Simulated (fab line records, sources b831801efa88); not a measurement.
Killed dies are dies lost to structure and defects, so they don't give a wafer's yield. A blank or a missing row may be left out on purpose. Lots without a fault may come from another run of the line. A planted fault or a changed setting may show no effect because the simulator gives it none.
fab line records | flow sky130
record lots=24 wafers=72 last_day=50
route steps=708 shown FIELD_ISO@15 LDD_LDN@296 CONTACT@421 VIA2@509 CAPM@549 VIA3@593
lots that met no fault: from a run of the same line without faults
start_h: hours from the record's first day to the start of the lot's first wafer shown | wait_h: hours since the lot's step before | " the same as in the row above | L1.1+2: a row that stands for several wafers | - no value, or no start given | * or withheld: withheld | < > ~ a bound
route shown NAME@n: a module of which the file shows steps, and the number in the route of the first | usual: mean/standard deviation of fault-free wafers | same: alike in all rows | chamber/n: place in a boat | sites: the reading at each site | _std_site: their standard deviation | _edge_site: outer sites' mean less inner sites' | radius_mm: how far each site lies from the wafer's centre | mask NAME#n: copy n | behind: the tool/chamber that last shaped the wafer | hold: why the lot was held/for how many hours/how that ended | device: the transistor (n, p or np) that didn't switch | end of line: the same wafers' tests at the end of the route | a step without rows: its recipe alone | killed: dies lost to structure and defects at the first sort, not the wafer's yield | map: a wafer's dies, x killed, . not, _ none there
set.NAME: the setting as run; set.NAME@STEP: as run at that earlier step | model.NAME: the simulator's own value behind a step, which no gauge read
steps of the route over a sample of lots; a table a step, a row a wafer
services: from which hour (start_h, from the record's first day; less than 0 if before it) a tool's chamber was out of use, for how many hours, and why
## steps
# step SKY_FIELD_ISO_ETCH_14
# recipe chemistry=N2/H2 target=BARC ion_energy_ev=200 source_w=500 bias_w=100 pressure_mtorr=30 n2_flow_sccm=100 h2_flow_sccm=200 stop_on=SiO2 time_s=45.9 target_depth_a=600
# usual drypump_motor_current_A=5.6/0.45 oes_product_au=0.855/0.0053 throttle_valve_pct=13.225/0.0093
# columns lot.wafer tool chamber start_h wait_h drypump_motor_current_A oes_product_au rf_hours_counter_h throttle_valve_pct
L074.2 rie_diel-01 2 28.69 0.1 5.3 0.851 97 13.217
L074.3 " 0 " " 5.7 0.857 94 13.221
L074.4 " 0 " " 5.8 0.851 - 13.214
L075.4 rie_diel-04 2 34.24 0.0 5.9 0.853 38 13.214
L075.5 " 2 " " 5.9 0.860 - 13.222
L075.6 " 1 " " 5.1 0.846 - 13.231
L076.1 rie_diel-01 3 38.74 0.1 5.0 0.845 0 13.221
L076.2 " 0 " " 5.8 0.849 94 13.246
L076.4 " 2 " " 5.3 0.854 97 13.220
L077.1 rie_diel-01 1 44.79 0.1 5.2 0.857 116 13.231
L077.2 " 2 " " 5.3 0.849 97 13.228
L077.5 " 1 " " 5.2 0.855 - 13.244
L078.1 rie_diel-03 0 50.39 0.1 5.8 0.856 3 13.216
L078.2 " 1 " " 5.0 0.855 4 13.218
L078.3 " 3 " " 6.5 0.846 119 13.235
L079.2 rie_diel-03 0 56.54 0.1 5.8 0.847 3 13.249
L079.3 " 3 " " 6.5 0.851 119 13.234
L079.6 " 1 " " 5.0 0.851 - 13.237
L080.1 rie_diel-03 3 65.24 0.1 6.5 0.852 119 13.230
L080.3 " 2 " " 6.0 0.859 79 13.218
L080.6 " 2 " " 6.0 0.852 - 13.227
L081.4 rie_diel-01 2 66.19 0.0 5.3 0.854 98 13.220
L081.5 " 3 " " 5.0 0.864 - 13.238
L081.6 " 2 " " 5.3 0.848 - 13.239
L082.4 rie_diel-01 3 73.04 0.0 5.0 0.852 1 13.238
L082.5 " 0 " " 5.8 0.854 - 13.220
L082.6 " 3 " " 5.1 0.864 - 13.239
L083.1 rie_diel-01 1 77.39 0.1 5.2 0.859 117 13.201
L083.2 " 3 " " 5.1 0.852 1 13.234
L083.3 " 2 " " 5.2 0.840 98 13.235
L084.3 rie_diel-01 2 82.04 0.1 5.3 0.854 98 13.224
L084.5 " 1 " " 5.2 0.868 - 13.217
L084.6 " 2 " " 5.3 0.851 - 13.232
L085.1 rie_diel-04 3 86.74 0.1 5.8 0.852 77 13.218
L085.2 " 2 " " 5.9 0.857 39 13.237
L085.5 " 3 " " 5.9 0.860 - 13.222
L086.1 rie_diel-03 0 93.63 0.1 5.8 0.858 4 13.218
L086.2 " 3 " " 6.5 0.854 120 13.221
L086.5 " 1 " " 4.9 0.859 - 13.233
L087.3 rie_diel-03 3 96.14 0.1 6.5 0.842 120 13.223
L087.4 " 1 " " 5.0 0.847 5 13.231
L087.6 " 0 " " 5.8 0.849 - 13.211
L088.2 rie_diel-04 2 102.44 0.1 5.8 0.849 39 13.212
L088.4 " 3 " " 5.8 0.853 77 13.220
L088.6 " 3 " " 5.9 0.856 - 13.222
L089.4 rie_diel-03 0 105.89 0.0 5.8 0.857 4 13.232
L089.5 " 2 " " 6.0 0.859 - 13.213
L089.6 " 3 " " 6.5 0.860 - 13.218
L090.1 rie_diel-03 3 112.34 0.1 6.5 0.858 120 13.237
L090.5 " 2 " " 6.0 0.859 - 13.228
L090.6 " 1 " " 5.0 0.855 - 13.226
L091.1 rie_diel-04 1 117.54 0.1 5.1 0.850 0 13.232
L091.4 " 3 " " 5.8 0.852 - 13.231
L091.5 " 0 " " 5.7 0.851 - 13.215
L092.1 rie_diel-01 1 123.54 0.1 5.2 0.864 118 13.248
L092.4 " 3 " " 5.0 0.851 3 13.223
L092.5 " 0 " " 5.8 0.855 - 13.232
L093.1 rie_diel-01 1 127.64 0.1 5.2 0.863 118 13.229
L093.4 " 3 " " 5.1 0.859 3 13.226
L093.6 " 1 " " 5.2 0.853 - 13.228
L094.1 rie_diel-04 1 134.89 0.1 5.1 0.861 1 13.222
L094.3 " 0 " " 5.8 0.857 161 13.238
L094.4 " 0 " " 5.8 0.850 - 13.221
L095.1 rie_diel-01 0 139.99 0.1 5.8 0.858 97 13.211
L095.3 " 2 " " 5.3 0.863 100 13.222
L095.6 " 0 " " 5.8 0.849 - 13.220
L096.1 rie_diel-04 3 145.84 0.1 5.8 0.854 78 13.227
L096.2 " 0 " " 5.8 0.864 161 13.214
L096.3 " 1 " " 5.1 0.860 1 13.212
L097.3 rie_diel-03 3 149.49 0.1 6.5 0.861 120 13.220
L097.4 " 2 " " 6.0 0.851 81 13.230
L097.6 " 0 " " 5.8 0.859 - 13.226
# step SKY_LDD_LDN_OVL_MEAS_07
# usual LDD_LDN_OVL=0.8/1.3
# columns lot.wafer tool chamber start_h wait_h LDD_LDN_OVL[nm]
L075.4 overlay-01 - 543.14 0.1 1.3
L075.5 " - " " 0.7
L075.6 " - " " 1.0
L074.2 overlay-02 - 543.48 0.1 1.7
L074.3 " - " " 1.7
L074.4 " - " " 0.8
L076.1 overlay-02 - 556.62 0.1 -1.4
L076.2 " - " " 1.4
L076.4 " - " " 2.8
L077.1 overlay-01 - 558.47 0.1 2.2
L077.2 " - " " 2.1
L077.5 " - " " -0.2
L078.1 overlay-02 - 571.18 0.1 2.4
L078.2 " - " " 0.4
L078.3 " - " " 0.9
L079.2 overlay-02 - 573.82 0.1 -0.6
L079.3 " - " " 0.7
L079.6 " - " " -0.4
L080.1 overlay-01 - 584.82 0.1 -1.3
L080.3 " - " " -0.5
L080.6 " - " " 0.1
L081.4 overlay-02 - 588.69 0.1 -2.0
L081.5 " - " " 2.9
L081.6 " - " " -0.7
L082.4 overlay-01 - 598.55 0.1 1.5
L082.5 " - " " 1.7
L082.6 " - " " -0.9
L083.1 overlay-01 - 606.62 0.1 -3.9
L083.2 " - " " -0.6
L083.3 " - " " -2.1
L084.3 overlay-01 - 613.13 0.1 1.6
L084.5 " - " " 4.6
L084.6 " - " " 2.1
L085.1 overlay-02 - 623.77 0.1 0.4
L085.2 " - " " 2.1
L085.5 " - " " 1.8
L086.1 overlay-02 - 629.92 0.1 0.5
L086.2 " - " " 1.4
L086.5 " - " " 2.1
L087.3 overlay-02 - 635.58 0.1 -0.7
L087.4 " - " " -0.7
L087.6 " - " " -0.4
L088.2 overlay-01 - 652.68 0.1 2.2
L088.4 " - " " 1.1
L088.6 " - " " 3.9
L089.4 overlay-02 - 655.90 0.1 1.7
L089.5 " - " " 1.7
L089.6 " - " " 1.6
L090.1 overlay-02 - 674.12 0.1 2.7
L090.5 " - " " 0.0
L090.6 " - " " 1.7
L091.1 overlay-02 - 675.67 0.1 2.9
L091.4 " - " " 0.3
L091.5 " - " " -1.1
L093.1 overlay-02 - 679.97 0.1 1.6
L093.4 " - " " 1.3
L093.6 " - " " 1.3
L092.1 overlay-01 - 683.38 0.1 -0.1
L092.4 " - " " -1.4
L092.5 " - " " 0.5
L094.1 overlay-02 - 690.62 0.1 1.4
L094.3 " - " " 2.4
L094.4 " - " " 2.7
L095.1 overlay-02 - 707.47 0.1 1.9
L095.3 " - " " 1.4
L095.6 " - " " -1.5
L096.1 overlay-01 - 715.58 0.1 0.1
L096.2 " - " " 1.2
L096.3 " - " " 1.5
L097.3 overlay-01 - 726.43 0.1 0.5
L097.4 " - " " 1.0
L097.6 " - " " 1.6
# step SKY_CONTACT_OVL_MEAS_15
# usual CONTACT_OVL=1/5.6
# columns lot.wafer tool chamber start_h wait_h CONTACT_OVL[nm]
L075.4 overlay-02 - 751.11 0.1 6
L075.5 " - " " 0
L075.6 " - " " 7
L074.2 overlay-02 - 754.04 0.1 1
L074.3 " - " " -1
L074.4 " - " " 2
L076.1 overlay-01 - 764.04 0.1 -7
L076.2 " - " " 9
L076.4 " - " " 3
L077.1 overlay-01 - 767.74 0.1 -5
L077.2 " - " " 0
L077.5 " - " " -1
L078.1 overlay-02 - 776.79 0.1 -7
L078.2 " - " " -3
L078.3 " - " " -5
L079.2 overlay-02 - 779.24 0.1 6
L079.3 " - " " -7
L079.6 " - " " -3
L080.1 overlay-01 - 790.74 0.1 -3
L080.3 " - " " -5
L080.6 " - " " -6
L081.4 overlay-01 - 792.61 0.1 -3
L081.5 " - " " -2
L081.6 " - " " -9
L082.4 overlay-02 - 802.11 0.1 5
L082.5 " - " " 3
L082.6 " - " " 5
L083.1 overlay-01 - 808.34 0.1 -3
L083.2 " - " " 4
L083.3 " - " " 3
L084.3 overlay-02 - 814.25 0.1 20
L084.5 " - " " 8
L084.6 " - " " 3
L085.1 overlay-02 - 824.44 0.1 10
L085.2 " - " " 1
L085.5 " - " " 9
L086.1 overlay-01 - 831.24 0.1 7
L086.2 " - " " 8
L086.5 " - " " -4
L087.3 overlay-02 - 837.16 0.1 -3
L087.4 " - " " 12
L087.6 " - " " 6
L088.2 overlay-01 - 849.66 0.1 -3
L088.4 " - " " -2
L088.6 " - " " 4
L089.4 overlay-02 - 852.72 0.1 7
L089.5 " - " " 4
L089.6 " - " " 4
L090.1 overlay-01 - 868.65 0.1 -3
L090.5 " - " " -3
L090.6 " - " " 1
L091.1 overlay-02 - 873.29 0.1 13
L091.4 " - " " 4
L091.5 " - " " 14
L093.1 overlay-02 - 875.55 0.1 8
L093.4 " - " " 6
L093.6 " - " " -3
L092.1 overlay-02 - 879.09 0.1 2
L092.4 " - " " 3
L092.5 " - " " 5
L094.1 overlay-02 - 884.34 0.1 5
L094.3 " - " " 3
L094.4 " - " " -8
L095.1 overlay-01 - 900.94 0.1 -5
L095.3 " - " " 0
L095.6 " - " " 3
L096.1 overlay-02 - 908.64 0.1 7
L096.2 " - " " -1
L096.3 " - " " 11
L097.3 overlay-01 - 919.50 0.1 14
L097.4 " - " " 0
L097.6 " - " " 10
# step SKY_VIA2_CMP_02
# recipe material=SiO2 down_force_psi=4 platen_rpm=60 pad_velocity_m_s=0.94248
# usual motor_current_A=12.3/1.3
# columns lot.wafer tool chamber start_h wait_h motor_current_A
L075.4 cmp-02 3 836.05 0.0 12.5
L075.6 " 3 " " 12.1
L075.5 " 0 " " 10.3
L074.4 cmp-01 3 839.70 0.1 12.1
L074.3 " 0 " " 11.7
L074.2 " 1 " " 12.3
L076.4 cmp-01 3 849.69 0.0 12.4
L076.2 " 1 " " 12.9
L076.1 " 2 " " 11.5
L077.2 cmp-01 1 853.86 0.1 12.3
L077.1 " 3 " " 12.3
L077.5 " 1 " " 12.5
L078.1 cmp-01 3 861.43 0.1 12.4
L078.3 " 0 " " 11.5
L078.2 " 2 " " 11.2
L079.3 cmp-01 0 863.88 0.1 11.8
L079.2 " 1 " " 12.3
L079.6 " 3 " " 12.5
L080.3 cmp-02 0 875.83 0.0 10.0
L080.1 " 3 " " 11.9
L080.6 " 0 " " 10.1
L081.4 cmp-01 0 877.65 0.1 12.1
L081.5 " 2 " " 11.6
L081.6 " 3 " " 11.6
L082.4 cmp-02 1 885.74 0.1 14.8
L082.6 " 0 " " 10.1
L082.5 " 1 " " 14.6
L083.3 cmp-02 1 892.24 0.1 14.0
L083.1 " 2 " " 13.4
L083.2 " 3 " " 12.3
L084.3 cmp-01 3 898.14 0.0 11.9
L084.5 " 3 " " 12.3
L084.6 " 0 " " 12.6
L085.1 cmp-02 0 908.54 0.1 9.7
L085.2 " 1 " " 14.3
L085.5 " 1 " " 13.8
L086.1 cmp-02 1 913.36 0.1 14.3
L086.2 " 3 " " 12.2
L086.5 " 1 " " 14.0
L087.3 cmp-02 0 920.93 0.0 10.3
L087.4 " 2 " " 12.6
L087.6 " 1 " " 14.1
L088.4 cmp-02 1 932.20 0.3 14.3
L088.2 " 0 " " 10.7
L088.6 " 2 " " 13.1
L089.4 cmp-02 3 935.75 0.0 12.3
L089.6 " 3 " " 11.3
L089.5 " 0 " " 9.9
L090.1 cmp-02 1 949.21 0.1 14.3
L090.5 " 3 " " 12.3
L090.6 " 0 " " 10.7
L091.4 cmp-02 0 953.67 0.1 10.4
L091.1 " 3 " " 12.6
L091.5 " 0 " " 9.8
L093.4 cmp-02 0 957.33 0.1 10.2
L093.1 " 1 " " 14.2
L093.6 " 0 " " 10.8
L092.1 cmp-02 1 959.73 0.1 13.4
L092.4 " 3 " " 11.6
L092.5 " 1 " " 14.7
L094.1 cmp-01 1 965.17 0.1 12.8
L094.4 " 2 " " 11.4
L094.3 " 3 " " 12.6
L095.3 cmp-01 3 980.47 0.0 11.9
L095.1 " 0 " " 12.1
L095.6 " 3 " " 11.9
L096.2 cmp-01 1 988.65 0.0 11.9
L096.3 " 2 " " 12.1
L096.1 " 3 " " 12.2
L097.4 cmp-02 3 997.99 0.1 11.8
L097.3 " 0 " " 10.6
L097.6 " 2 " " 13.0
# step SKY_CAPM_OVL_MEAS_12
# usual CAPM_OVL=1.7/1.5
# columns lot.wafer tool chamber start_h wait_h CAPM_OVL[nm]
L075.4 overlay-02 - 888.64 0.1 2.2
L075.5 " - " " 1.5
L075.6 " - " " 3.3
L074.2 overlay-02 - 893.23 0.1 0.2
L074.3 " - " " 2.3
L074.4 " - " " 3.2
L076.1 overlay-01 - 903.27 0.1 -0.8
L076.2 " - " " 1.9
L076.4 " - " " -0.5
L077.1 overlay-01 - 907.68 0.1 2.1
L077.2 " - " " 1.2
L077.5 " - " " 0.0
L078.1 overlay-01 - 914.18 0.1 1.1
L078.2 " - " " 1.3
L078.3 " - " " -0.3
L079.2 overlay-02 - 916.37 0.1 3.1
L079.3 " - " " 3.4
L079.6 " - " " 2.1
L080.1 overlay-01 - 928.52 0.1 2.4
L080.3 " - " " 1.8
L080.6 " - " " 0.4
L081.4 overlay-02 - 930.14 0.1 1.3
L081.5 " - " " 0.9
L081.6 " - " " -0.3
L082.4 overlay-02 - 938.19 0.1 2.4
L082.5 " - " " 2.9
L082.6 " - " " 2.4
L083.1 overlay-01 - 943.73 0.1 -1.2
L083.2 " - " " 1.7
L083.3 " - " " 0.1
L084.3 overlay-02 - 950.29 0.1 2.3
L084.5 " - " " 4.4
L084.6 " - " " 2.4
L085.1 overlay-01 - 959.67 0.1 0.7
L085.2 " - " " 0.7
L085.5 " - " " -0.1
L086.1 overlay-02 - 964.57 0.1 1.5
L086.2 " - " " 2.2
L086.5 " - " " 1.7
L087.3 overlay-02 - 971.64 0.1 3.6
L087.4 " - " " 3.2
L087.6 " - " " 1.7
L088.2 overlay-02 - 983.09 0.1 4.0
L088.4 " - " " 1.8
L088.6 " - " " 3.3
L089.4 overlay-02 - 986.34 0.1 2.8
L089.5 " - " " 4.4
L089.6 " - " " 3.5
L090.1 overlay-02 - 998.58 0.1 0.9
L090.5 " - " " 1.5
L090.6 " - " " 1.6
L091.1 overlay-01 - 1002.92 0.1 1.4
L091.4 " - " " 1.4
L091.5 " - " " 3.4
L093.1 overlay-01 - 1006.97 0.1 -0.9
L093.4 " - " " -1.6
L093.6 " - " " -0.8
L092.1 overlay-01 - 1009.37 0.1 3.2
L092.4 " - " " 3.0
L092.5 " - " " 3.3
L094.1 overlay-02 - 1013.92 0.1 0.3
L094.3 " - " " 2.0
L094.4 " - " " 2.9
L095.1 overlay-01 - 1028.18 0.1 3.2
L095.3 " - " " 0.4
L095.6 " - " " 2.5
L096.1 overlay-02 - 1036.67 0.1 1.3
L096.2 " - " " 2.4
L096.3 " - " " 4.0
L097.3 overlay-01 - 1045.80 0.1 3.2
L097.4 " - " " 2.2
L097.6 " - " " 1.1
# step SKY_VIA3_SPUTTER_20
# recipe material=TiN target_thk_nm=20 chamber_pressure_pa=5 power_w=4000 time_s=80
# usual throttle_valve_pct=30.1/0.79
# columns lot.wafer tool chamber start_h wait_h throttle_valve_pct
L075.4 pvd_sputter-02 - 942.22 0.0 29.2
L075.5 " - " " 31.4
L075.6 " - " " 29.0
L074.2 pvd_sputter-02 - 945.93 0.0 30.2
L074.3 " - " " 28.9
L074.4 " - " " 29.2
L076.1 pvd_sputter-02 - 955.69 0.0 31.4
L076.2 " - " " 30.1
L076.4 " - " " 30.2
L077.1 pvd_sputter-03 - 959.87 0.0 31.1
L077.2 " - " " 30.4
L077.5 " - " " 31.0
L078.1 pvd_sputter-02 - 966.62 0.0 30.0
L078.2 " - " " 29.2
L078.3 " - " " 31.4
L079.2 pvd_sputter-01 - 968.33 0.0 29.9
L079.3 " - " " 31.0
L079.6 " - " " 30.5
L080.1 pvd_sputter-02 - 979.82 0.0 29.0
L080.3 " - " " 30.0
L080.6 " - " " 29.3
L081.4 pvd_sputter-02 - 981.61 0.0 29.3
L081.5 " - " " 29.0
L081.6 " - " " 29.9
L082.4 pvd_sputter-03 - 989.77 0.0 29.7
L082.5 " - " " 30.2
L082.6 " - " " 31.0
L083.1 pvd_sputter-02 - 996.02 0.0 31.4
L083.2 " - " " 30.0
L083.3 " - " " 29.3
L084.3 pvd_sputter-02 - 1001.07 0.0 29.9
L084.5 " - " " 28.8
L084.6 " - " " 31.4
L085.1 pvd_sputter-03 - 1010.26 0.0 30.0
L085.2 " - " " 31.0
L085.5 " - " " 30.9
L086.1 pvd_sputter-01 - 1015.13 0.0 29.8
L086.2 " - " " 30.9
L086.5 " - " " 30.0
L087.3 pvd_sputter-01 - 1021.67 0.0 30.1
L087.4 " - " " 31.0
L087.6 " - " " 29.8
L088.2 pvd_sputter-02 - 1033.27 0.0 29.2
L088.4 " - " " 29.3
L088.6 " - " " 29.5
L089.4 pvd_sputter-02 - 1035.27 0.0 29.4
L089.5 " - " " 31.4
L089.6 " - " " 29.0
L090.1 pvd_sputter-02 - 1047.32 0.0 29.9
L090.5 " - " " 29.2
L090.6 " - " " 29.6
L091.1 pvd_sputter-02 - 1051.62 0.0 29.4
L091.4 " - " " 29.3
L091.5 " - " " 29.8
L093.1 pvd_sputter-03 - 1055.57 0.0 31.0
L093.4 " - " " 30.0
L093.6 " - " " 30.7
L092.1 pvd_sputter-01 - 1057.46 0.0 29.8
L092.4 " - " " 31.1
L092.5 " - " " 29.9
L094.1 pvd_sputter-01 - 1062.25 0.0 30.7
L094.3 " - " " 29.9
L094.4 " - " " 30.3
L095.1 pvd_sputter-02 - 1076.11 0.0 29.3
L095.3 " - " " 31.3
L095.6 " - " " 31.6
L096.1 pvd_sputter-03 - 1083.12 0.0 30.3
L096.2 " - " " 29.7
L096.3 " - " " 30.9
L097.3 pvd_sputter-02 - 1091.82 0.0 29.2
L097.4 " - " " 30.0
L097.6 " - " " 29.3
## services
# columns tool chamber start_h hours kind
cmp-02 - 9.24 0.7 repair
cmp-02 - 59.72 2.2 repair
cmp-02 - 64.00 4.0 pm
cmp-02 - 78.64 2.2 repair
cmp-02 - 84.26 10.1 repair
cmp-02 - 120.07 4.1 repair
cmp-02 - 130.90 5.1 pm
pvd_sputter-02 - 135.26 2.8 repair
cmp-02 - 138.72 1.4 repair
cmp-02 - 188.09 4.3 repair
cmp-02 - 203.51 1.1 repair
pvd_sputter-02 - 228.72 1.3 repair
cmp-02 - 284.07 2.4 repair
cmp-02 - 316.62 8.8 pm
pvd_sputter-02 - 319.02 2.0 repair
pvd_sputter-02 - 344.20 2.6 repair
cmp-02 - 404.00 4.0 pm
cmp-02 - 437.95 0.4 repair
cmp-02 - 474.41 1.3 repair
pvd_sputter-02 - 478.28 1.7 repair
cmp-02 - 485.28 2.0 repair
cmp-02 - 490.35 2.3 repair
cmp-02 - 546.85 2.6 repair
pvd_sputter-02 - 608.69 2.0 repair
## key
fault none
